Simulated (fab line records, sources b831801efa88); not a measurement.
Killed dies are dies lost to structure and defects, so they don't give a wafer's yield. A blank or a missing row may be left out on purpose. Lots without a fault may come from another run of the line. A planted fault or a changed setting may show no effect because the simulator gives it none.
fab line records | flow gf180mcu
record lots=7 wafers=21 last_day=34
route steps=602 shown V1@339
lots that met no fault: from a run of the same line without faults
start_h: hours from the record's first day to the start of the lot's first wafer shown | wait_h: hours since the lot's step before | " the same as in the row above | L1.1+2: a row that stands for several wafers | - no value, or no start given | * or withheld: withheld | < > ~ a bound
route shown NAME@n: a module of which the file shows steps, and the number in the route of the first | usual: mean/standard deviation of fault-free wafers | same: alike in all rows | chamber/n: place in a boat | sites: the reading at each site | _std_site: their standard deviation | _edge_site: outer sites' mean less inner sites' | radius_mm: how far each site lies from the wafer's centre | mask NAME#n: copy n | behind: the tool/chamber that last shaped the wafer | hold: why the lot was held/for how many hours/how that ended | device: the transistor (n, p or np) that didn't switch | end of line: the same wafers' tests at the end of the route | a step without rows: its recipe alone | killed: dies lost to structure and defects at the first sort, not the wafer's yield | map: a wafer's dies, x killed, . not, _ none there
set.NAME: the setting as run; set.NAME@STEP: as run at that earlier step | model.NAME: the simulator's own value behind a step, which no gauge read
lots at some steps of the route; a table a step, a row a wafer
services: from which hour (start_h, from the record's first day; less than 0 if before it) a tool's chamber was out of use, for how many hours, and why
## steps
# step GF_V1_CMP_04
# recipe material=SiO2 down_force_psi=4 platen_rpm=60 pad_velocity_m_s=0.94248
# usual head_pressure_psi=3.999/0.0078 motor_current_A=11.9/0.67 retaining_ring_pressure_frac=1.000/0.0044 slurry_filter_dp_kPa=13.50/0.13 time_to_endpoint_s=80/4.7
# columns lot.wafer tool chamber start_h wait_h head_pressure_psi motor_current_A retaining_ring_pressure_frac slurry_filter_dp_kPa time_to_endpoint_s
L738.3 cmp-01 1 433.50 0.0 3.993 12.7 1.002 13.32 73
L738.1 " 3 " " 3.998 12.9 0.993 13.53 74
L738.6 " 1 " " 3.997 12.2 1.004 13.64 80
L745.3 cmp-01 1 497.66 0.1 3.988 12.7 0.999 13.56 83
L745.4 " 2 " " 3.997 12.0 1.004 13.57 84
L745.6 " 1 " " 3.987 12.0 0.998 13.34 83
L748.3 cmp-02 3 524.37 0.1 3.993 12.3 1.001 13.70 79
L748.2 " 0 " " 4.000 12.2 0.999 13.68 73
L748.5 " 2 " " 4.012 11.0 1.003 13.57 81
L750.4 cmp-02 3 530.56 0.1 4.009 12.5 0.998 13.37 84
L750.2 " 0 " " 3.984 12.0 1.000 13.65 76
L750.6 " 3 " " 3.999 12.5 1.005 13.40 83
L751.1 cmp-02 3 538.25 0.1 3.987 12.6 0.999 13.67 81
L751.2 " 0 " " 3.983 12.7 1.001 13.70 77
L751.5 " 2 " " 3.988 10.9 0.995 13.46 79
L752.1 cmp-02 2 542.34 0.1 3.997 11.3 0.994 13.67 77
L752.3 " 3 " " 4.010 12.1 1.000 13.55 73
L752.5 " 3 " " 4.002 12.2 0.998 13.49 83
L755.3 cmp-02 2 566.80 0.0 4.007 11.2 0.999 13.65 78
L755.2 " 3 " " 4.012 11.8 1.006 13.60 84
L755.5 " 2 " " 4.003 11.3 0.995 13.33 79
# step GF_V1_BOW_MEAS_05
# recipe mode=bow
# usual V1_BOW=82/8
# columns lot.wafer tool chamber start_h wait_h V1_BOW[um]
L738.1 film_metro-02 - 433.80 0.1 75
L738.3 " - " " 72
L738.6 " - " " 71
L745.3 film_metro-01 - 497.95 0.2 81
L745.4 " - " " 78
L745.6 " - " " 71
L748.2 film_metro-01 - 524.64 0.2 88
L748.3 " - " " 77
L748.5 " - " " 86
L750.2 film_metro-01 - 530.83 0.2 84
L750.4 " - " " 81
L750.6 " - " " 91
L751.1 film_metro-02 - 538.50 0.2 86
L751.2 " - " " 84
L751.5 " - " " 74
L752.1 film_metro-02 - 542.64 0.2 74
L752.3 " - " " 89
L752.5 " - " " 90
L755.2 film_metro-02 - 567.12 0.2 89
L755.3 " - " " 85
L755.5 " - " " 93
# step GF_V1_DEHYDRATE_06
# recipe temp_c=200 time_s=60
# step GF_V1_HMDS_07
# recipe prime_time_s=60 prime_temp_c=120
# step GF_V1_COAT_08
# recipe resist=BARC temp_c=withheld time_s=withheld spin_rpm=withheld resist_thk_nm=withheld
# step GF_V1_COAT_09
# recipe resist=KrF spin_rpm=withheld resist_thk_nm=1000
# step GF_V1_SOFTBAKE_10
# recipe temp_c=130 time_s=60 resist=KrF
# step GF_V1_EXPOSE_11
# recipe mask_id=Via1 target_cd_nm=260 na=0.68 source_shape=conventional sigma_outer=0.6 dose_mj=38
# step GF_V1_PEB_12
# recipe peb_temp_c=135 peb_time_s=90 resist=KrF
# step GF_V1_DEVELOP_13
# recipe develop_time_s=60 resist=KrF dev_temp_c=21
# step GF_V1_CD_MEAS_14
# recipe target_cd_nm=260
# usual cd_nm=260.1/1
# columns lot.wafer tool chamber start_h wait_h cd_nm
L738.1 cd_sem-01 - 457.44 0.1 260.6
L738.3 " - " " 260.6
L738.6 " - " " 261.9
L745.3 cd_sem-02 - 521.24 0.1 260.2
L745.4 " - " " 259.0
L745.6 " - " " 260.5
L748.2 cd_sem-02 - 548.19 0.1 262.4
L748.3 " - " " 260.6
L748.5 " - " " 262.5
L750.2 cd_sem-02 - 554.44 0.1 260.5
L750.4 " - " " 260.9
L750.6 " - " " 261.2
L751.1 cd_sem-01 - 561.30 0.1 261.3
L751.2 " - " " 260.6
L751.5 " - " " 261.7
L752.1 cd_sem-02 - 565.28 0.1 259.8
L752.3 " - " " 258.6
L752.5 " - " " 258.7
L755.2 cd_sem-01 - 588.77 0.1 259.8
L755.3 " - " " 261.7
L755.5 " - " " 259.9
# step GF_V1_OVL_MEAS_15
# usual V1_OVL=-2/5.4
# columns lot.wafer tool chamber start_h wait_h V1_OVL[nm]
L738.1 overlay-01 - 457.56 0.1 -3
L738.3 " - " " -10
L738.6 " - " " -2
L745.3 overlay-01 - 521.33 0.1 0
L745.4 " - " " 1
L745.6 " - " " -5
L748.2 overlay-02 - 548.29 0.1 4
L748.3 " - " " -5
L748.5 " - " " 0
L750.2 overlay-01 - 554.54 0.1 2
L750.4 " - " " -1
L750.6 " - " " 0
L751.1 overlay-02 - 561.42 0.1 -4
L751.2 " - " " -4
L751.5 " - " " -3
L752.1 overlay-02 - 565.40 0.1 -1
L752.3 " - " " -4
L752.5 " - " " 2
L755.2 overlay-02 - 588.87 0.1 -1
L755.3 " - " " 2
L755.5 " - " " -2
# step GF_V1_ETCH_16
# recipe chemistry=N2/H2 target_depth_a=withheld overetch_a=withheld time_s=withheld target=BARC ion_energy_ev=200 source_w=500 bias_w=100 pressure_mtorr=30 n2_flow_sccm=100 h2_flow_sccm=200
# usual bias_w=99.97/0.3 chamber_pressure_mTorr=30.00/0.033 drypump_motor_current_A=5.9/0.38 oes_product_au=0.855/0.0046 throttle_valve_pct=13.225/0.0085
# columns lot.wafer tool chamber start_h wait_h bias_w chamber_pressure_mTorr drypump_motor_current_A oes_product_au throttle_valve_pct
L738.1 rie_diel-02 1 457.59 0.0 99.82 29.99 6.3 0.853 13.212
L738.3 " 3 " " 99.99 30.01 6.2 0.851 13.229
L738.6 " 2 " " 99.74 30.02 5.5 0.855 13.222
L745.3 rie_diel-02 1 521.35 0.0 99.82 30.02 6.3 0.858 13.215
L745.4 " 0 " " 100.42 30.04 5.7 0.860 13.233
L745.6 " 3 " " 100.03 30.00 6.2 0.858 13.227
L748.2 rie_diel-02 0 548.32 0.0 - - - - -
L748.3 " 2 " " - - - - -
L748.5 " 0 " " - - - - -
L750.2 rie_diel-02 1 554.57 0.0 - - - - -
L750.4 " 1 " " - - - - -
L750.6 " 2 " " - - - - -
L751.1 rie_diel-02 3 561.45 0.0 - - - - -
L751.2 " 1 " " - - - - -
L751.5 " 1 " " - - - - -
L752.1 rie_diel-02 2 565.44 0.0 99.61 30.02 5.5 0.856 13.242
L752.3 " 3 " " 100.10 29.99 6.2 0.855 13.215
L752.5 " 3 " " 99.99 30.02 6.2 0.857 13.222
L755.2 rie_diel-03 1 588.90 0.0 100.09 30.03 5.9 0.851 13.244
L755.3 " 3 " " 99.59 29.95 5.7 0.848 13.227
L755.5 " 3 " " 99.72 30.00 5.8 0.853 13.222
# step GF_V1_ETCH_17
# recipe chemistry=C4F8/O2/Ar mask_material=KrF target=SiO2 stop_on=TiN source_w=1500 bias_w=1200 pressure_mtorr=40 c4f8_flow_sccm=withheld O2_flow_sccm=6 Ar_flow_sccm=300 time_s=withheld target_depth_a=6300
# usual bias_w=1200/4.1 chamber_pressure_mTorr=40.01/0.046 oes_product_au=0.856/0.0045
# columns lot.wafer tool chamber start_h wait_h bias_w chamber_pressure_mTorr oes_product_au
L738.1 rie_diel-02 1 - - 1203 39.95 0.858
L738.3 " 3 " " 1207 40.00 0.857
L738.6 " 2 " " 1198 40.01 0.855
L745.3 rie_diel-02 1 - - 1201 39.96 0.859
L745.4 " 0 " " 1200 40.08 0.853
L745.6 " 3 " " 1194 40.05 0.858
L748.2 rie_diel-02 0 - - 1203 40.02 0.377
L748.3 " 2 " " 1195 40.01 0.377
L748.5 " 0 " " 1200 40.03 0.385
L750.2 rie_diel-02 1 - - 1204 40.00 0.372
L750.4 " 1 " " 1202 40.07 0.368
L750.6 " 2 " " 1201 40.29 0.380
L751.1 rie_diel-02 3 - - 1196 40.08 0.372
L751.2 " 1 " " 1199 40.04 0.376
L751.5 " 1 " " 1203 39.98 0.372
L752.1 rie_diel-02 2 - - 1197 40.08 0.862
L752.3 " 3 " " 1208 39.96 0.855
L752.5 " 3 " " 1203 39.96 0.857
L755.2 rie_diel-03 1 - - 1203 40.04 0.845
L755.3 " 3 " " 1203 39.96 0.854
L755.5 " 3 " " 1203 39.96 0.852
# step GF_V1_STRIP_18
# recipe chemistry=O2/N2 power_w=1400 pressure_mtorr=1500 platen_temp_c=250 o2_flow_sccm=3000 n2_flow_sccm=300 overash_fraction=0.5
# usual drypump_motor_current_A=5.7/0.43 heater_power_w=297/38 oes_product_au=0.593/0.0054
# columns lot.wafer tool chamber start_h wait_h drypump_motor_current_A heater_power_w oes_product_au rf_hours_counter_h
L738.1 plasma_asher-03 1 457.72 - 6.4 240 0.592 34
L738.3 " 1 " " 6.4 244 0.593 -
L738.6 " 0 " " 5.2 278 0.594 -
L745.3 plasma_asher-01 1 521.52 - 5.5 320 0.588 -
L745.4 " 0 " " 5.5 298 0.589 -
L745.6 " 0 " " 5.5 301 0.594 -
L748.2 plasma_asher-03 0 548.45 - 5.2 277 0.607 44
L748.3 " 1 " " 6.4 237 0.607 -
L748.5 " 0 " " 5.3 280 0.603 -
L750.2 plasma_asher-03 1 554.70 - 6.4 239 0.613 45
L750.4 " 0 " " 5.2 269 0.615 -
L750.6 " 0 " " 5.3 275 0.609 -
L751.1 plasma_asher-03 0 561.58 - 5.2 278 0.608 46
L751.2 " 1 " " 6.4 242 0.607 46
L751.5 " 1 " " 6.4 240 0.617 -
L752.1 plasma_asher-03 1 565.57 - 6.4 246 0.597 46
L752.3 " 1 " " 6.4 240 0.590 -
L752.5 " 1 " " 6.4 240 0.588 -
L755.2 plasma_asher-04 0 589.03 - 6.0 312 0.599 83
L755.3 " 0 " " 6.0 317 0.591 -
L755.5 " 1 " " 5.4 353 0.591 -
# step GF_V1_STRIP_19
# recipe chemistry=post_etch_residue_remover time_s=1200 temp_c=72.5
## services
# columns tool chamber start_h hours kind
cmp-01 - 413.43 6.7 pm
plasma_asher-03 - 414.83 1.4 repair
rie_diel-03 - 416.82 2.8 pm
plasma_asher-01 - 421.25 9.0 pm
rie_diel-02 2 421.43 7.6 repair
rie_diel-02 0 441.71 5.0 repair
cmp-02 - 444.20 3.7 pm
plasma_asher-01 - 452.32 0.6 repair
rie_diel-03 2 460.74 5.2 repair
rie_diel-02 3 482.48 6.8 repair
rie_diel-03 0 517.50 3.3 repair
rie_diel-03 2 521.09 6.2 repair
rie_diel-02 - 527.52 1.0 repair
rie_diel-02 3 542.03 - clean
rie_diel-02 3 542.03 14.4 scheduled_down
rie_diel-02 3 542.03 14.4 vent_cycle
rie_diel-03 1 543.43 29.6 repair
rie_diel-03 0 557.79 5.5 repair
plasma_asher-04 - 564.87 0.8 repair
cmp-01 - 568.35 0.5 repair
cmp-02 - 570.14 2.7 repair
cmp-02 - 572.81 4.0 pm
cmp-02 - 576.81 - consumable_replace:conditioner
plasma_asher-04 - 580.37 5.7 repair
## key
first_sign step=GF_V1_ETCH_16 reading=tool_record direction=missing
effect step=GF_V1_ETCH_17 reading=oes_product_au direction=down sigmas=99+ usual=0.856 struck=0.375
effect step=GF_V1_STRIP_18 reading=oes_product_au direction=up sigmas=3.1 usual=0.593 struck=0.610
met_at GF_V1_ETCH_16
struck_wafers L748.2,L748.3,L748.5,L750.2,L750.4,L750.6,L751.1,L751.2,L751.5
later_rows_left_out L748.2,L748.3,L748.5,L750.2,L750.4,L750.6,L751.1,L751.2,L751.5
sort_left_out L748.2,L748.3,L748.5,L750.2,L750.4,L750.6,L751.1,L751.2,L751.5
onset_between 521.35 548.32
fault kind=skipped_step_whole tool=rie_diel-02 chamber=- onset_h=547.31 steps=GF_V1_ETCH_16 scope=struck_lots_only
# sort_left_out: the simulated sort isn't trusted on such a fault, so these wafers' sort isn't shown, and their yield isn't known
# later_rows_left_out: the simulator's readings of these wafers behind a module that went badly wrong aren't trusted and aren't shown, but for the sort
